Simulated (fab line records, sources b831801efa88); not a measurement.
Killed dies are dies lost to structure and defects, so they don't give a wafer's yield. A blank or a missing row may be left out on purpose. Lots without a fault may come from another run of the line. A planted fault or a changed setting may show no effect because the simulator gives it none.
Problem report in the 8D (eight disciplines) form, filled by code | flow gf180mcu | the parts of the form that need people (team, actions taken, sign-off) are left out

1. THE PROBLEM
DNWELL_TW at GF_DNWELL_TW_MEAS_09 reads a mean of 1282 on 4 wafers of 3 lots; wafers without a fault read 1349 with a standard deviation of 11. That is -6.1 standard deviations from the usual mean.
First seen on wafer L506.2, day 5 00:25, on film_metro-01. The record holds 44 wafers of 15 lots with a number at this step. Rule for "out", or "out of limits": more than 4 standard deviations from the usual mean. The other wafers with a number count as sound.

2. WHAT IT IS AND WHAT IT IS NOT
question                    | is                                          | is not
which readings at this step | DNWELL_TW                                   | -
which lots                  | L506, L507, L508                            | L496, L497, L498, L501, L502, L503, L504, L505, L515, L517, L518, L519
which wafers of those lots  | L506.2, L506.3, L507.2, L508.2              | L506.1, L507.4, L508.1, L508.4
read on which gauges        | film_metro-01, film_metro-02, film_metro-03 | -
when                        | from day 5 00:25                            | up to then (25 sound wafers); but 15 sound wafers of L507, L508, L515, L517, L518, L519 came after

3. SUSPECTS, AND WHAT RULES EACH OUT
Counting: a tool at a process step up to the reading stays a suspect if it ran every lot that is out. Sound lots after the first of them don't rule it out here, since some wafers of a struck lot are sound.
- the gauge at GF_DNWELL_TW_MEAS_09: ruled out. The wafers that are out were read on 3 gauges (film_metro-01, film_metro-02, film_metro-03).
- implanter-02 at GF_DNWELL_IMPLANT_07: kept. It ran every lot that is out, first L506 (day 5 00:10); its last sound lot up to then is L504 (day 4 12:20).
Left after counting: implanter-02 at GF_DNWELL_IMPLANT_07.

4. THE CAUSE (what the simulator had put in)
Process parameter drift: implanter-02, from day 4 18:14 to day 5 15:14, at GF_DNWELL_IMPLANT_07. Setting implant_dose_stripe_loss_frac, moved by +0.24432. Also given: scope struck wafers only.
Counting left only this tool.

5. THE CHAIN OF EFFECTS, in route order
Each row: a reading whose mean over the struck wafers that have a number lies more than 3 standard deviations from the usual. Only readings for which the record gives a usual standard deviation are gone through. hours: the time from each lot's start at the first step in this table that gives one to its start at this step, as a median over the lots. sigmas: the change in usual standard deviations.
hours | step                 | reading   | usual | on struck wafers | change | sigmas
0     | GF_DNWELL_TW_MEAS_09 | DNWELL_TW | 1349  | 1282             | -68    | -6.1
Later measuring or inspecting steps at which every struck wafer that the step has a row for has a number for every such reading, and none has moved that far: GF_NWELL_TW_MEAS_11, GF_VT_IMPLANT_OVL_MEAS_07.

6. WHAT WOULD HAVE CAUGHT IT SOONER
In this record the first reading out of limits at a measuring or inspecting step was taken at day 5 00:25, 6 hours after the fault began at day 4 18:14.
Of the tool readings at GF_DNWELL_IMPLANT_07 for which the record gives a usual standard deviation, none was out on any struck wafer, so an alarm limit of 4 standard deviations on them would not have fired.
Of the lots that are out (3), L507, L508 began GF_DNWELL_IMPLANT_07 on implanter-02 after day 5 00:25. A hold on the tool at that time would have spared those 2.
